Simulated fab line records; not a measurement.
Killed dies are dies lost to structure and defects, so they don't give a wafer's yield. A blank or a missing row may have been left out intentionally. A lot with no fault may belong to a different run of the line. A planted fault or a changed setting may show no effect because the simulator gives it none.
A struck lot beside a sound one :: flow sky130 :: 43 steps out of a route of 708
Sound: the wafers L985.1, L985.5, L985.6. Struck: wafers L996.1, L996.6. (L996.5 of the same lot was not struck and is left out.) The cause comes at the end.
Per side, at each step with rows, come the tool, then ch with its chambers, and then its first start. Under that, the readings that differ: sound wafers :: struck wafers :: difference of the means :: sigmas: that difference in standard deviations of wafers without a fault.
alike: readings whose means differ by less than 2 such deviations, and words and numbers that are the same on both sides. not compared: withheld readings, readings that some wafer has no value for, bounds like >300 that may hide the same value, and numbers for which the record gives no deviation and whose values overlap.
Wherever a step has rows on one side only, a row that says differs or no value, or a row with sigmas, the two part there. Numbers that have no deviation but don't overlap get no sigmas and don't part them. A reading that every wafer of one side lacks parts them only if that side has two wafers or more.

SKY_LDD_N_STRIP_16: strips in O2/N2.
  sound on plasma_asher-04 ch 0,1, day 17 12:06; struck on plasma_asher-03 ch 1, day 21 23:20
reading: strip_time_to_endpoint_s (s)
sound: 4.336 4.352 4.344
struck: 4.297 4.312
difference: -0.040
sigmas: -3
  alike: drypump_motor_current_A, n2_flow_sccm, oes_product_au
  not compared: rf_hours_counter_h
SKY_LDD_N_TW_MEAS_17:
  sound on film_metro-01, day 17 12:12; struck on film_metro-02, day 21 23:26
  alike: LDD_N_TW
then, 7 steps without rows for these wafers: SKY_LDD_P_DEHYDRATE_00 (time 60 s); SKY_LDD_P_HMDS_01 (prime time 60 s); SKY_LDD_P_COAT_02 (resist thk 1140 nm); SKY_LDD_P_SOFTBAKE_03 (time 60 s); SKY_LDD_P_EXPOSE_04 (exposes mask PSDM, target cd 380 nm); SKY_LDD_P_PEB_05; SKY_LDD_P_DEVELOP_06 (develop time 60 s).
SKY_LDD_P_CD_MEAS_07: target cd 380 nm.
  sound on cd_sem-02, day 18 17:29; struck on cd_sem-01, day 23 05:16
reading: cd_nm (nm)
sound: 374.1 374.9 375.9
struck: 383.8 378.3
difference: +6.1
sigmas: +3
SKY_LDD_P_OVL_MEAS_08:
  sound on overlay-02, day 18 17:36; struck on overlay-01, day 23 05:23
  alike: LDD_P_OVL
then, 1 step without rows for these wafers: SKY_LDD_P_IMPLANT_09.
SKY_LDD_P_STRIP_10: strips in O2/N2.
  sound on plasma_asher-02 ch 0,1, day 18 17:47; struck on plasma_asher-02 ch 0, day 23 05:43
reading: strip_time_to_endpoint_s (s)
sound: 14.14 14.18 14.19
struck: 14.25 14.30
difference: +0.11
sigmas: +2
  alike: drypump_motor_current_A, n2_flow_sccm, oes_product_au
  not compared: rf_hours_counter_h
SKY_LDD_P_TW_MEAS_11:
  sound on film_metro-01, day 18 17:53; struck on film_metro-03, day 23 05:49
reading: LDD_P_TW
sound: 643 646 646
struck: 635 635
difference: -10
sigmas: -3
then, 7 steps without rows for these wafers: SKY_LDD_HVN_DEHYDRATE_00 (time 60 s); SKY_LDD_HVN_HMDS_01 (prime time 60 s); SKY_LDD_HVN_COAT_02 (resist thk 300 nm); SKY_LDD_HVN_SOFTBAKE_03 (time 60 s); SKY_LDD_HVN_EXPOSE_04 (exposes mask HVNTM, target cd 700 nm); SKY_LDD_HVN_PEB_05; SKY_LDD_HVN_DEVELOP_06 (develop time 60 s).
SKY_LDD_HVN_OVL_MEAS_07:
  sound on overlay-02, day 20 01:13; struck on overlay-02, day 24 11:53
  alike: LDD_HVN_OVL
then, 1 step without rows for these wafers: SKY_LDD_HVN_IMPLANT_08.
SKY_LDD_HVN_STRIP_09: strips in O2/N2.
  sound on plasma_asher-04 ch 0,1, day 20 01:24; struck on plasma_asher-02 ch 0, day 24 12:04
  alike: drypump_motor_current_A, n2_flow_sccm, oes_product_au, strip_time_to_endpoint_s
  not compared: rf_hours_counter_h
SKY_LDD_HVN_TW_MEAS_10:
  sound on film_metro-02, day 20 01:30; struck on film_metro-02, day 24 12:10
  alike: LDD_HVN_TW
then, 7 steps without rows for these wafers: SKY_LDD_HVP_DEHYDRATE_00 (time 60 s); SKY_LDD_HVP_HMDS_01 (prime time 60 s); SKY_LDD_HVP_COAT_02 (resist thk 300 nm); SKY_LDD_HVP_SOFTBAKE_03 (time 60 s); SKY_LDD_HVP_EXPOSE_04 (exposes mask HVPTM, target cd 700 nm); SKY_LDD_HVP_PEB_05; SKY_LDD_HVP_DEVELOP_06 (develop time 60 s).
SKY_LDD_HVP_OVL_MEAS_07:
  sound on overlay-02, day 21 08:19; struck on overlay-02, day 25 16:31
  alike: LDD_HVP_OVL
then, 1 step without rows for these wafers: SKY_LDD_HVP_IMPLANT_08.
SKY_LDD_HVP_STRIP_09: strips in O2/N2.
  sound on plasma_asher-04 ch 0,1, day 21 08:29; struck on plasma_asher-01 ch 0, day 25 16:41
  alike: drypump_motor_current_A, n2_flow_sccm, oes_product_au, strip_time_to_endpoint_s
  not compared: rf_hours_counter_h
SKY_LDD_HVP_TW_MEAS_10:
  sound on film_metro-03, day 21 08:35; struck on film_metro-04, day 25 16:47
  alike: LDD_HVP_TW
then, 6 steps without rows for these wafers: SKY_LDD_LDN_DEHYDRATE_00 (time 60 s); SKY_LDD_LDN_HMDS_01 (prime time 60 s); SKY_LDD_LDN_COAT_02 (resist thk 1140 nm); SKY_LDD_LDN_SOFTBAKE_03 (time 60 s); SKY_LDD_LDN_EXPOSE_04 (exposes mask LDNTM, target cd 700 nm); SKY_LDD_LDN_PEB_05.
-- record jumps: 23 days separate the struck wafers' starts on either side; left off in module LDD_LDN, taken up again in module PAD_OPEN, whose first shown step is the route's number 708 --
SKY_PAD_OPEN_PROBE_99:
  rows exist in the record for the struck wafers here (prober-02, day 48 14:51), but not for the sound ones

## WHERE THEY PART
First at SKY_LDD_N_STRIP_16; last, within this record, at SKY_PAD_OPEN_PROBE_99.

WHY: what had been put in by the simulator
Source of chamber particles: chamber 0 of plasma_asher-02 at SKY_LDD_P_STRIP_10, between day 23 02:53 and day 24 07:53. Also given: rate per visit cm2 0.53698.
